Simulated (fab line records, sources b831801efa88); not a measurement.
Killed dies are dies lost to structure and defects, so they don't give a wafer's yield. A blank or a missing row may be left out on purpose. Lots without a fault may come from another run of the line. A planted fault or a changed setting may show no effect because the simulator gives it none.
fab line records | flow sfq_line
record lots=6 wafers=18 last_day=97
route steps=325 shown M0@32 I0@43
lots that met no fault: from a run of the same line without faults
start_h: hours from the record's first day to the start of the lot's first wafer shown | wait_h: hours since the lot's step before | " the same as in the row above | L1.1+2: a row that stands for several wafers | - no value, or no start given | * or withheld: withheld | < > ~ a bound
route shown NAME@n: a module of which the file shows steps, and the number in the route of the first | usual: mean/standard deviation of fault-free wafers | same: alike in all rows | chamber/n: place in a boat | sites: the reading at each site | _std_site: their standard deviation | _edge_site: outer sites' mean less inner sites' | radius_mm: how far each site lies from the wafer's centre | mask NAME#n: copy n | behind: the tool/chamber that last shaped the wafer | hold: why the lot was held/for how many hours/how that ended | device: the transistor (n, p or np) that didn't switch | end of line: the same wafers' tests at the end of the route | a step without rows: its recipe alone | killed: dies lost to structure and defects at the first sort, not the wafer's yield | map: a wafer's dies, x killed, . not, _ none there
set.NAME: the setting as run; set.NAME@STEP: as run at that earlier step | model.NAME: the simulator's own value behind a step, which no gauge read
lots at some steps of the route; a table a step, a row a wafer
services: from which hour (start_h, from the record's first day; less than 0 if before it) a tool's chamber was out of use, for how many hours, and why
## steps
# step SFQ_TRILAYER_M0_LITHO_COAT_026
# recipe resist=BARC spin_rpm=3000 resist_thk_nm=62
# step SFQ_TRILAYER_M0_LITHO_COAT_021
# recipe resist=KrF spin_rpm=3000 resist_thk_nm=600
# step SFQ_TRILAYER_M0_LITHO_SOFTBAKE_025
# recipe temp_c=withheld time_s=withheld resist=KrF
# step SFQ_TRILAYER_M0_LITHO_EXPOSE_022
# recipe mask_id=M0 na=0.6 source_shape=conventional sigma_outer=0.65 target_cd_nm=500 dose_mj=14.25
# step SFQ_TRILAYER_M0_LITHO_PEB_024
# recipe peb_temp_c=115 peb_time_s=60 resist=KrF
# step SFQ_TRILAYER_M0_LITHO_DEVELOP_023
# recipe time_s=60 resist=KrF
# step SFQ_M0_OVL_MEAS_906
# usual M0_OVL=0/4.9
# columns lot.wafer tool chamber start_h wait_h M0_OVL[nm]
L425.1 overlay-01 - 339.44 0.1 -4
L425.2 " - " " -2
L425.5 " - " " -11
L429.1 overlay-02 - 387.82 0.1 -6
L429.2 " - " " -5
L429.6 " - " " -1
L430.4 overlay-02 - 391.44 0.1 4
L430.5 " - " " 3
L430.6 " - " " 4
L431.1 overlay-02 - 398.62 0.1 -2
L431.2 " - " " -4
L431.4 " - " " -6
L440.1 overlay-01 - 484.07 0.1 1
L440.3 " - " " -3
L440.4 " - " " -8
L443.2 overlay-02 - 502.20 0.1 -2
L443.3 " - " " -3
L443.4 " - " " -2
# step SFQ_TRILAYER_M0_BARC_OPEN_METAL_ETCH_031
# recipe mask_material=PR chemistry=O2 target_depth_nm=125 target=BARC icp_w=600 bias_w=80 pressure_mtorr=10 time_s=41.7
# usual drypump_motor_current_A=5.8/0.48 oes_product_au=0.685/0.0046
# columns lot.wafer tool chamber start_h wait_h drypump_motor_current_A oes_product_au rf_hours_counter_h
L425.1 rie_metal-02 0 339.48 0.0 6.0 0.689 42
L425.2 " 1 " " 6.3 0.685 20
L425.5 " 1 " " 6.3 0.686 -
L429.1 rie_metal-02 0 387.85 0.0 6.1 0.682 47
L429.2 " 1 " " 6.3 0.683 25
L429.6 " 1 " " 6.3 0.684 -
L430.4 rie_metal-04 1 391.47 0.0 6.2 0.678 -
L430.5 " 0 " " 5.6 0.676 -
L430.6 " 1 " " 6.2 0.683 -
L431.1 rie_metal-02 1 398.65 0.0 6.3 0.684 28
L431.2 " 0 " " 6.0 0.680 50
L431.4 " 0 " " 6.1 0.677 -
L440.1 rie_metal-03 0 484.10 0.0 5.5 0.684 119
L440.3 " 1 " " 4.9 0.690 -
L440.4 " 0 " " 5.5 0.686 -
L443.2 rie_metal-04 0 502.23 0.0 5.6 0.690 93
L443.3 " 0 " " 5.5 0.686 -
L443.4 " 1 " " 6.2 0.677 -
# step SFQ_TRILAYER_M0_ETCH_METAL_ETCH_024
# recipe target=Nb stop_on=SiO2 mask_material=PR chemistry=Cl2/Ar target_depth_nm=240 icp_w=600 bias_w=80 pressure_mtorr=10 time_s=120
# usual drypump_motor_current_A=5.9/0.47 oes_product_au=0.892/0.0065
# columns lot.wafer tool chamber start_h wait_h drypump_motor_current_A oes_product_au rf_hours_counter_h
L425.1 rie_metal-02 0 339.54 0.0 6.0 0.901 42
L425.2 " 1 " " 6.3 0.901 20
L425.5 " 1 " " 6.3 0.887 -
L429.1 rie_metal-02 0 387.91 0.0 6.0 0.896 47
L429.2 " 1 " " 6.3 0.879 25
L429.6 " 1 " " 6.3 0.891 -
L430.4 rie_metal-04 1 391.56 0.1 6.2 0.899 -
L430.5 " 0 " " 5.6 0.895 -
L430.6 " 1 " " 6.2 0.895 -
L431.1 rie_metal-02 1 398.71 0.0 6.3 0.884 28
L431.2 " 0 " " 6.0 0.900 50
L431.4 " 0 " " 6.0 0.886 -
L440.1 rie_metal-03 0 484.16 0.0 5.6 0.889 119
L440.3 " 0 " " 5.5 0.888 -
L440.4 " 0 " " 5.5 0.892 -
L443.2 rie_metal-04 0 502.29 0.0 5.5 0.895 93
L443.3 " 0 " " 5.5 0.882 -
L443.4 " 1 " " 6.2 0.892 -
# step SFQ_TRILAYER_M0_STRIP_STRIP_025
# recipe gas=O2 power_w=200 platen_temp_c=40 overash_fraction=0.65 chemistry=O2 pressure_mtorr=50
# usual drypump_motor_current_A=5.9/0.45 oes_product_au=1.002/0.0074
# same overash_fraction=0.65
# columns lot.wafer tool chamber start_h wait_h drypump_motor_current_A oes_product_au rf_hours_counter_h
L425.1 rie_metal-02 0 339.66 0.1 6.0 1.008 42
L425.2 " 1 " " 6.3 1.010 20
L425.5 " 1 " " 6.3 1.016 -
L429.1 rie_metal-02 0 388.04 0.1 6.0 0.996 47
L429.2 " 1 " " 6.3 1.002 26
L429.6 " 1 " " 6.3 1.009 -
L430.4 rie_metal-04 1 391.84 0.2 6.2 1.002 -
L430.5 " 0 " " 5.6 1.004 -
L430.6 " 1 " " 6.2 1.001 -
L431.1 rie_metal-02 1 398.84 0.1 6.3 1.000 28
L431.2 " 0 " " 6.0 0.998 50
L431.4 " 0 " " 6.1 0.998 -
L440.1 rie_metal-03 0 484.37 0.2 5.5 0.991 119
L440.3 " 0 " " 5.5 0.991 -
L440.4 " 0 " " 5.5 0.979 -
L443.2 rie_metal-04 0 502.41 0.1 5.6 1.012 94
L443.3 " 0 " " 5.6 1.008 -
L443.4 " 1 " " 6.2 1.007 -
# step SFQ_TRILAYER_M0_STRIP_SOLV_CLEAN_026
# recipe chemistry=NMP temp_c=70 time_s=600
# step SFQ_TRILAYER_I0_DEP_PECVD_027
# recipe material=SiO2 temp_c=150 time_s=111.11 pressure_torr=2.4 rf_w=183.3 precursor=SiH4/N2O target_thk_nm=500
# usual heater_power_w=81/14 rf_fwd_power_W=182.3/0.64 showerhead_vpp_V=832/24 throttle_valve_pct=24.3/1.2
# columns lot.wafer tool chamber start_h wait_h heater_power_w rf_fwd_power_W showerhead_vpp_V throttle_valve_pct model.SiO2_of_TRILAYER_I0_DEP_PECVD_027.thk_nm
L425.1 pecvd-04 1 340.61 0.0 81 182.6 843 23.5 495.2
L425.2 " 2 " " 73 182.7 838 23.4 500.3
L425.5 " 2 " " 59 182.6 838 23.7 505
L429.1 pecvd-02 2 388.81 0.0 72 182.3 860 23.3 491.1
L429.2 " 1 " " 81 182.0 839 25.2 488.3
L429.6 " 1 " " 89 182.0 835 25.1 499.6
L430.4 pecvd-02 1 392.45 0.0 111 108.5 646 25.2 426.4
L430.5 " 1 " " 98 108.0 643 25.1 429.4
L430.6 " 2 " " 78 182.1 854 23.2 504.3
L431.1 pecvd-02 2 399.61 0.0 73 182.6 860 23.1 499.8
L431.2 " 1 " " 102 109.3 635 25.3 428.6
L431.4 " 1 " " 108 108.8 638 25.3 434.1
L440.1 pecvd-04 0 485.75 0.0 100 181.6 777 23.1 485.8
L440.3 " 2 " " 66 182.1 838 23.4 489.6
L440.4 " 2 " " 68 182.3 823 23.8 498.1
L443.2 pecvd-02 2 503.19 0.0 77 181.9 859 23.6 499.1
L443.3 " 1 " " 75 182.2 834 25.6 497.7
L443.4 " 2 " " 80 181.9 854 23.7 503.1
# step SFQ_TRILAYER_I0_CMP_CMP_028
# recipe material=SiO2 down_force_psi=3 platen_rpm=60 pad_velocity_m_s=0.94248
# usual edge_zone_pressure_frac=1.000/0.0053 motor_current_A=10.4/1.1 time_to_endpoint_s=216/6.8
# columns lot.wafer tool chamber start_h wait_h edge_zone_pressure_frac motor_current_A time_to_endpoint_s
L425.2 cmp-01 1 344.34 3.7 1.009 10.3 227
L425.1 " 2 " " 1.010 11.7 213
L425.5 " 1 346.34 5.6 0.995 10.8 230
L429.1 cmp-02 2 389.88 1.0 0.998 10.3 199
L429.2 " 0 390.88 2.0 0.995 8.9 202
L429.6 " 2 391.88 3.0 0.993 9.8 211
L430.4 cmp-02 2 393.03 0.5 1.004 9.8 166
L430.5 " 1 394.53 2.0 1.000 10.9 164
L430.6 " 2 " " 1.000 10.0 220
L431.2 cmp-01 2 401.53 1.9 0.998 12.4 163
L431.4 " 3 " " 1.004 9.3 163
L431.1 " 1 403.03 3.4 0.997 9.9 213
L440.1 cmp-02 3 493.61 7.8 0.991 12.1 213
L440.3 " 0 " " 0.999 9.0 207
L440.4 " 1 " " 1.002 10.7 211
L443.3 cmp-01 2 505.96 2.7 0.999 12.4 201
L443.2 " 3 " " 1.011 9.9 205
L443.4 " 0 " " 0.995 10.3 210
# step SFQ_I0_BOW_MEAS_907
# recipe mode=bow
# usual I0_BOW=1/7.9
# columns lot.wafer tool chamber start_h wait_h I0_BOW[um]
L425.1 film_metro-04 - 346.84 1.5 0
L425.2 " - " " 1
L425.5 " - " " -4
L429.1 film_metro-03 - 392.38 2.0 7
L429.2 " - " " 12
L429.6 " - " " 21
L430.4 film_metro-02 - 395.59 2.1 9
L430.5 " - " " 5
L430.6 " - " " -8
L431.1 film_metro-02 - 404.53 1.0 3
L431.2 " - " " -3
L431.4 " - " " 9
L440.1 film_metro-02 - 496.11 2.0 -2
L440.3 " - " " 0
L440.4 " - " " -7
L443.2 film_metro-03 - 508.98 2.0 7
L443.3 " - " " 11
L443.4 " - " " 10
## services
# columns tool chamber start_h hours kind
cmp-01 - 322.67 15.2 pm
cmp-02 - 338.30 4.8 pm
pecvd-04 - 355.74 0.8 repair
cmp-01 - 360.15 2.4 repair
rie_metal-04 - 374.18 1.4 pm
pecvd-02 0 382.78 18.3 repair
rie_metal-03 - 389.46 14.6 pm
pecvd-04 - 398.70 0.9 repair
rie_metal-04 1 399.22 - clean
rie_metal-04 1 399.22 22.1 scheduled_down
rie_metal-04 1 399.22 22.1 vent_cycle
cmp-02 - 403.09 1.2 repair
rie_metal-03 - 404.06 28.1 pm
cmp-02 - 408.11 4.0 pm
cmp-02 - 412.11 - consumable_replace:conditioner
cmp-02 - 412.11 - consumable_replace:pad
cmp-01 - 418.61 48.3 repair
pecvd-02 - 430.30 0.8 pm
rie_metal-02 - 430.57 2.8 pm
cmp-02 - 478.69 2.0 repair
cmp-02 - 501.97 0.7 repair
## key
first_sign step=SFQ_TRILAYER_I0_DEP_PECVD_027 reading=rf_fwd_power_W direction=down sigmas=99+ usual=182.3 struck=108.7
effect step=SFQ_TRILAYER_I0_DEP_PECVD_027 reading=showerhead_vpp_V direction=down sigmas=8.1 usual=832 struck=640
effect step=SFQ_TRILAYER_I0_CMP_CMP_028 reading=time_to_endpoint_s direction=down sigmas=7.7 usual=* struck=*
model_effect step=SFQ_TRILAYER_I0_DEP_PECVD_027 value=SiO2_of_TRILAYER_I0_DEP_PECVD_027.thk_nm without=500.8 struck=429.6
met_at SFQ_TRILAYER_I0_DEP_PECVD_027
struck_wafers L430.4,L430.5,L431.2,L431.4
onset_between 388.81 392.45
fault kind=process_parameter_drift tool=pecvd-02 chamber=1 onset_h=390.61 steps=SFQ_TRILAYER_I0_DEP_PECVD_027 channel=rf_w offset=-73.32 shape=step end_h=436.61 acts_in=these_recipes_only stated=183.3
